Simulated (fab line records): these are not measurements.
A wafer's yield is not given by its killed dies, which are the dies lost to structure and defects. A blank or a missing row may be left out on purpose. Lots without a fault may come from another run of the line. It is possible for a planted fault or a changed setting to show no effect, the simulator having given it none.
2 desks looking at one fault :: flow sky130 :: each desk has only its own numbers; what lay behind them comes last

FROM THE METROLOGY DESK
Means of the sampled wafers that have a number, per lot and without regard to the tool the lot ran on: this is what the gauges read. Any lot whose mean is over 4 standard deviations away from the usual mean is out of limits and marked OUT; that distance is given in the brackets.
Columns: A = CONTACT_W_RS at SKY_CONTACT_RS_MEAS_25, usual 0.338 ohm/sq; B = CONTACT_W_THK at SKY_CONTACT_THK_MEAS_26, usual 358 nm
lot: L282
first seen here: day 33 05:28
A: 0.339
B: 358

lot: L283
first seen here: day 33 06:25
A: 0.337
B: 356

lot: L284
first seen here: day 33 13:37
A: 0.341
B: 357

lot: L285
first seen here: day 33 22:08
A: 0.341
B: 350

lot: L287
first seen here: day 34 07:43
A: 0.342
B: 350

lot: L288
first seen here: day 34 20:24
A: 0.338
B: 360

lot: L289
first seen here: day 34 21:33
A: 0.337
B: 356

lot: L290
first seen here: day 35 05:45
A: 0.339
B: 353

lot: L292
first seen here: day 36 03:36
A: 0.338
B: 356

lot: L294
first seen here: day 36 20:13
A: 0.347
B: 352

lot: L296
first seen here: day 37 07:37
A: 0.335
B: 364

lot: L297
first seen here: day 37 15:02
A: 0.291 (-13) OUT
B: 356

lot: L299
first seen here: day 38 00:30
A: 0.193 (-40) OUT
B: -

lot: L301
first seen here: day 38 15:04
A: 0.290 (-13) OUT
B: 360
This desk's finding: out of limits on L297, L299, L301; first on L297, day 37 15:02 (CONTACT_W_RS at SKY_CONTACT_RS_MEAS_25). L282, L283, L284, L285, L287, L288, L289, L290, L292, L294, L296 stayed within limits.

TOOL OWNER'S DESK, cvd w-02
The tool's own readings at SKY_CONTACT_CVD_24 (deposits W, target thk 340 nm, time 102.12 s): means of the sampled wafers that have a number, for each lot that ran on this tool. Any lot whose mean is over 4 standard deviations away from the usual mean is out of limits and marked OUT; that distance is given in the brackets.
Columns: A = chamber pressure Torr at SKY_CONTACT_CVD_24, usual 39.97 Torr; B = heater power w at SKY_CONTACT_CVD_24, usual 905 W
lot: L282
first seen here: day 33 05:21
A: 40.00
B: 985

lot: L283
first seen here: day 33 06:18
A: 40.02
B: 905

lot: L284
first seen here: day 33 13:30
A: 39.95
B: 902

lot: L285
first seen here: day 33 22:02
A: 39.97
B: 899

lot: L287
first seen here: day 34 07:37
A: 39.90
B: 894

lot: L288
first seen here: day 34 20:17
A: 39.93
B: 979

lot: L290
first seen here: day 35 05:38
A: 39.86
B: 915

lot: L294
first seen here: day 36 20:04
A: 39.94
B: 969

lot: L297
first seen here: day 37 14:56
A: 39.95
B: 911

lot: L299
first seen here: day 38 00:23
A: 39.91
B: 1054

lot: L301
first seen here: day 38 14:56
A: 40.10
B: 1069
Finding of this desk: none of the 11 lots has anything out of limits.

ALL TOGETHER
At day 37 15:02 the metrology desk could have sounded an alarm, on L297, L299, L301.
The desk of the tool owner found nothing out of limits.
On record at the tool owner's desk: L297, L299, L301, within its limits.
All the named lots went through SKY_CONTACT_CVD_24 on cvd w-02.

WHAT THE SIMULATOR PUT IN
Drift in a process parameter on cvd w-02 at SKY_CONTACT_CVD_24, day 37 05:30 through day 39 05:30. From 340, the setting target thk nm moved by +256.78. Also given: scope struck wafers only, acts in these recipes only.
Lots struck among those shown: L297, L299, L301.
Delay in hours, fault start to first out-of-limits reading, per desk: metrology desk 10.
